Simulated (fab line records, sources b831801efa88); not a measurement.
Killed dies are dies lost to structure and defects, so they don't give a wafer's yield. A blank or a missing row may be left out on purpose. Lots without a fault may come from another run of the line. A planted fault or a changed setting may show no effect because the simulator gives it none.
Which tool did it? | flow sky130 | 24 lots, 72 wafers sampled, at 5 steps of a route of 708

WHAT THE GAUGES READ, wafer by wafer
SKY_LI_CONTACT_CD_MEAS_12: target cd 170 nm. Usual: cd_nm 170.4 nm, standard deviation 1.5.
lot  | measured     | on        | cd_nm (nm)        | flag
L075 | day 28 21:28 | cd_sem-01 | 167.9 167.2 167.4 |
L074 | day 28 22:43 | cd_sem-02 | 169.6 169.0 169.4 |
L076 | day 30 17:27 | cd_sem-02 | 171.2 169.6 170.3 |
L077 | day 30 18:37 | cd_sem-02 | 169.6 169.7 169.3 |
L078 | day 34 03:24 | cd_sem-02 | 170.5 170.6 172.4 |
L079 | day 34 05:37 | cd_sem-02 | 167.5 168.7 168.1 |
L080 | day 34 06:47 | cd_sem-01 | 170.7 170.5 169.1 |
L083 | day 34 08:00 | cd_sem-02 | 171.5 169.6 170.0 |
L085 | day 34 08:11 | cd_sem-02 | 171.8 170.6 170.0 |
L081 | day 34 09:06 | cd_sem-01 | 170.5 170.7 169.2 |
L084 | day 34 10:05 | cd_sem-02 | 168.5 168.5 167.1 |
L082 | day 34 11:00 | cd_sem-02 | 168.2 167.3 170.0 |
L086 | day 34 12:55 | cd_sem-02 | 173.1 173.0 173.5 |
L088 | day 34 16:14 | cd_sem-01 | 171.0 169.7 169.4 |
L087 | day 34 17:33 | cd_sem-01 | 172.0 170.7 171.5 |
L089 | day 34 18:22 | cd_sem-01 | 173.9 172.7 173.1 |
L090 | day 34 19:04 | cd_sem-01 | 170.3 171.0 170.9 |
L091 | day 34 19:25 | cd_sem-02 | 169.2 169.1 169.4 |
L092 | day 34 20:36 | cd_sem-01 | 171.9 171.4 170.2 |
L093 | day 35 05:01 | cd_sem-02 | 168.5 168.8 168.8 |
L094 | day 35 07:27 | cd_sem-02 | 171.3 171.9 171.3 |
L095 | day 35 11:06 | cd_sem-01 | 171.1 170.1 171.4 |
L096 | day 35 18:58 | cd_sem-02 | 170.3 171.8 171.4 |
L097 | day 36 08:32 | cd_sem-02 | 171.6 170.7 170.7 |

SKY_LOCAL_INTERCONNECT_THK_MEAS_02: measures by xrf. Usual: LOCAL_INTERCONNECT_TIN_THK 100.3 nm, standard deviation 1.6.
lot  | measured     | on            | LOCAL_INTERCONNECT_TIN_THK (nm) | flag
L075 | day 28 22:58 | film_metro-01 | 101.2 98.2 98.0                 |
L074 | day 29 00:16 | film_metro-04 | 103.0 101.4 102.5               |
L076 | day 30 18:57 | film_metro-01 | 101.0 99.1 99.6                 |
L077 | day 30 20:08 | film_metro-02 | 102.1 102.9 101.6               |
L078 | day 34 04:54 | film_metro-04 | 100.6 100.2 102.1               |
L079 | day 34 07:11 | film_metro-01 | 100.9 101.6 100.6               |
L080 | day 34 08:19 | film_metro-01 | 99.2 98.4 98.4                  |
L083 | day 34 09:31 | film_metro-01 | 100.3 97.2 100.7                |
L085 | day 34 09:50 | film_metro-02 | 101.0 101.2 101.1               |
L081 | day 34 10:36 | film_metro-01 | 99.0 101.4 100.4                |
L084 | day 34 11:35 | film_metro-02 | 102.4 103.8 101.2               |
L082 | day 34 12:31 | film_metro-02 | 101.3 101.8 98.6                |
L086 | day 34 14:25 | film_metro-02 | 101.5 103.8 101.7               |
L088 | day 34 17:44 | film_metro-04 | 101.7 99.2 98.9                 |
L087 | day 34 19:04 | film_metro-02 | 101.6 103.5 100.9               |
L089 | day 34 19:53 | film_metro-01 | 100.6 98.3 98.1                 |
L090 | day 34 20:34 | film_metro-01 | 98.9 98.7 101.0                 |
L091 | day 34 20:55 | film_metro-01 | 99.4 99.8 100.6                 |
L092 | day 34 22:06 | film_metro-04 | 97.7 98.5 99.7                  |
L093 | day 35 06:31 | film_metro-01 | 101.5 101.8 100.2               |
L094 | day 35 08:58 | film_metro-01 | 99.1 98.9 98.7                  |
L095 | day 35 12:37 | film_metro-02 | 100.1 97.5 100.0                |
L096 | day 35 20:29 | film_metro-04 | 100.6 99.2 100.0                |
L097 | day 36 10:01 | film_metro-01 | 101.6 99.4 100.8                |

SKY_VIA1_BOW_MEAS_03. Usual: VIA1_BOW 80 um, standard deviation 7.
lot  | measured     | on            | VIA1_BOW (um) | flag
L075 | day 32 16:01 | film_metro-03 | 76 84 71      |
L074 | day 32 16:21 | film_metro-04 | 79 76 89      |
L076 | day 34 10:21 | film_metro-04 | 77 81 77      |
L077 | day 34 10:55 | film_metro-03 | 76 84 72      |
L078 | day 37 16:20 | film_metro-02 | 75 70 88      |
L079 | day 37 17:30 | film_metro-03 | 69 94 88      |
L080 | day 37 18:22 | film_metro-02 | 83 78 71      |
L083 | day 37 19:17 | film_metro-04 | 87 80 78      |
L085 | day 37 19:41 | film_metro-02 | 88 91 88      |
L081 | day 37 21:02 | film_metro-03 | 76 92 95      |
L084 | day 37 21:22 | film_metro-03 | 79 82 75      |
L082 | day 37 21:40 | film_metro-02 | 75 87 78      |
L086 | day 38 00:17 | film_metro-02 | 77 54 81      |
L088 | day 38 03:00 | film_metro-03 | 75 70 72      |
L087 | day 38 04:17 | film_metro-04 | 80 77 80      |
L089 | day 38 04:50 | film_metro-04 | 81 82 73      |
L090 | day 38 06:32 | film_metro-03 | 85 86 79      |
L091 | day 38 06:40 | film_metro-02 | 76 70 81      |
L092 | day 38 08:03 | film_metro-02 | 79 83 78      |
L093 | day 38 16:37 | film_metro-04 | 87 88 80      |
L094 | day 38 18:26 | film_metro-04 | 75 76 85      |
L095 | day 38 21:43 | film_metro-04 | 77 79 81      |
L096 | day 39 04:41 | film_metro-02 | 90 80 82      |
L097 | day 39 22:47 | film_metro-04 | 79 76 86      |

WHICH TOOL RAN EACH LOT (tool, then ch and the chambers of the sampled wafers, then the start)
lot  | SKY_SD_N_RTA_14                  | SKY_LI_CONTACT_SPUTTER_20
L075 | rtp_anneal-01 ch 0, day 27 16:56 | pvd_sputter-01, day 28 22:07
L074 | rtp_anneal-02 ch 0, day 27 17:58 | pvd_sputter-01, day 28 23:22
L076 | rtp_anneal-01 ch 0, day 29 12:01 | pvd_sputter-02, day 30 18:06
L077 | rtp_anneal-02 ch 0, day 29 13:28 | pvd_sputter-01, day 30 19:17
L078 | rtp_anneal-01 ch 0, day 32 23:52 | pvd_sputter-02, day 34 04:03
L079 | rtp_anneal-02 ch 0, day 33 01:55 | pvd_sputter-01, day 34 06:16
L080 | rtp_anneal-01 ch 0, day 33 02:52 | pvd_sputter-01, day 34 07:27
L083 | rtp_anneal-02 ch 0, day 33 04:13 | pvd_sputter-03, day 34 08:40
L085 | rtp_anneal-01 ch 0, day 33 04:26 | pvd_sputter-02, day 34 08:49
L081 | rtp_anneal-02 ch 0, day 33 04:44 | pvd_sputter-03, day 34 09:45
L084 | rtp_anneal-01 ch 0, day 33 06:26 | pvd_sputter-02, day 34 10:44
L082 | rtp_anneal-02 ch 0, day 33 06:43 | pvd_sputter-03, day 34 11:40
L086 | rtp_anneal-01 ch 0, day 33 07:52 | pvd_sputter-02, day 34 13:34
L088 | rtp_anneal-02 ch 0, day 33 12:29 | pvd_sputter-01, day 34 16:52
L087 | rtp_anneal-01 ch 0, day 33 13:16 | pvd_sputter-03, day 34 18:13
L089 | rtp_anneal-02 ch 0, day 33 13:31 | pvd_sputter-02, day 34 19:02
L090 | rtp_anneal-01 ch 0, day 33 15:13 | pvd_sputter-03, day 34 19:43
L091 | rtp_anneal-02 ch 0, day 33 15:25 | pvd_sputter-02, day 34 20:04
L092 | rtp_anneal-01 ch 0, day 33 17:13 | pvd_sputter-02, day 34 21:15
L093 | rtp_anneal-02 ch 0, day 34 01:25 | pvd_sputter-01, day 35 05:40
L094 | rtp_anneal-01 ch 0, day 34 04:52 | pvd_sputter-01, day 35 08:07
L095 | rtp_anneal-02 ch 0, day 34 08:19 | pvd_sputter-02, day 35 11:46
L096 | rtp_anneal-01 ch 0, day 34 15:44 | pvd_sputter-01, day 35 19:37
L097 | rtp_anneal-02 ch 0, day 35 04:49 | pvd_sputter-01, day 36 09:09
- SKY_SD_N_RTA_14: time 2 s.
- SKY_LI_CONTACT_SPUTTER_20: material TiN, target thk 20 nm, time 80 s.

WHAT THE TOOLS THEMSELVES READ (means of the sampled wafers that have a number; where no wafer has one, the mark that the record gives instead)
SKY_SD_N_RTA_14. Usual: lamp_power_pct 15.73 %, standard deviation 0.048; wafer_temp_C_max 1078.0, standard deviation 1.3.
lot  | tool          | lamp_power_pct (%) | wafer_temp_C_max | flag
L075 | rtp_anneal-01 | 15.75              | 1077.8           |
L074 | rtp_anneal-02 | 15.73              | 1076.9           |
L076 | rtp_anneal-01 | 15.68              | 1078.4           |
L077 | rtp_anneal-02 | 15.68              | 1078.1           |
L078 | rtp_anneal-01 | 15.71              | 1077.1           |
L079 | rtp_anneal-02 | 15.73              | 1078.8           |
L080 | rtp_anneal-01 | 15.71              | 1078.0           |
L083 | rtp_anneal-02 | 15.74              | 1077.5           |
L085 | rtp_anneal-01 | 15.70              | 1078.5           |
L081 | rtp_anneal-02 | 15.69              | 1077.9           |
L084 | rtp_anneal-01 | 15.72              | 1077.4           |
L082 | rtp_anneal-02 | 15.69              | 1078.9           |
L086 | rtp_anneal-01 | 15.68              | 1079.0           |
L088 | rtp_anneal-02 | 15.71              | 1078.4           |
L087 | rtp_anneal-01 | 15.69              | 1077.6           |
L089 | rtp_anneal-02 | 15.68              | 1077.4           |
L090 | rtp_anneal-01 | 15.75              | 1076.7           |
L091 | rtp_anneal-02 | 15.77              | 1076.7           |
L092 | rtp_anneal-01 | 15.75              | 1077.4           |
L093 | rtp_anneal-02 | 15.76              | 1079.8           |
L094 | rtp_anneal-01 | 15.74              | 1078.8           |
L095 | rtp_anneal-02 | 15.75              | 1077.9           |
L096 | rtp_anneal-01 | 15.73              | 1077.5           |
L097 | rtp_anneal-02 | 15.73              | 1077.0           |

SKY_LI_CONTACT_SPUTTER_20. Usual: throttle_valve_pct 30.0 %, standard deviation 1.1.
lot  | tool           | throttle_valve_pct (%) | flag
L075 | pvd_sputter-01 | 29.4                   |
L074 | pvd_sputter-01 | 28.7                   |
L076 | pvd_sputter-02 | 30.1                   |
L077 | pvd_sputter-01 | 29.3                   |
L078 | pvd_sputter-02 | 30.1                   |
L079 | pvd_sputter-01 | 29.4                   |
L080 | pvd_sputter-01 | 29.3                   |
L083 | pvd_sputter-03 | 31.4                   |
L085 | pvd_sputter-02 | 29.9                   |
L081 | pvd_sputter-03 | 30.8                   |
L084 | pvd_sputter-02 | 30.1                   |
L082 | pvd_sputter-03 | 31.5                   |
L086 | pvd_sputter-02 | 30.0                   |
L088 | pvd_sputter-01 | 29.3                   |
L087 | pvd_sputter-03 | 30.8                   |
L089 | pvd_sputter-02 | 30.9                   |
L090 | pvd_sputter-03 | 30.9                   |
L091 | pvd_sputter-02 | 30.3                   |
L092 | pvd_sputter-02 | 30.0                   |
L093 | pvd_sputter-01 | 29.2                   |
L094 | pvd_sputter-01 | 29.1                   |
L095 | pvd_sputter-02 | 30.2                   |
L096 | pvd_sputter-01 | 29.4                   |
L097 | pvd_sputter-01 | 29.1                   |

THE ANSWER, worked out from the rows above alone
Rule: a lot is off if the mean of its wafers that have a number lies more than 3 standard deviations from the usual mean. A lot without any number at a reading at which 4 lots or more have one is off too. The other lots that the step has rows for count as sound. The gauges are gone through in route order, then the tools' own readings, and for those a lot's mean is taken as printed above. The first step at which some lot is off is used, and at that step the reading that is off furthest; a lot without a number counts as furthest.
No lot is off at any reading shown: from this, nothing can be told.

WHAT THE SIMULATOR HAD PUT IN
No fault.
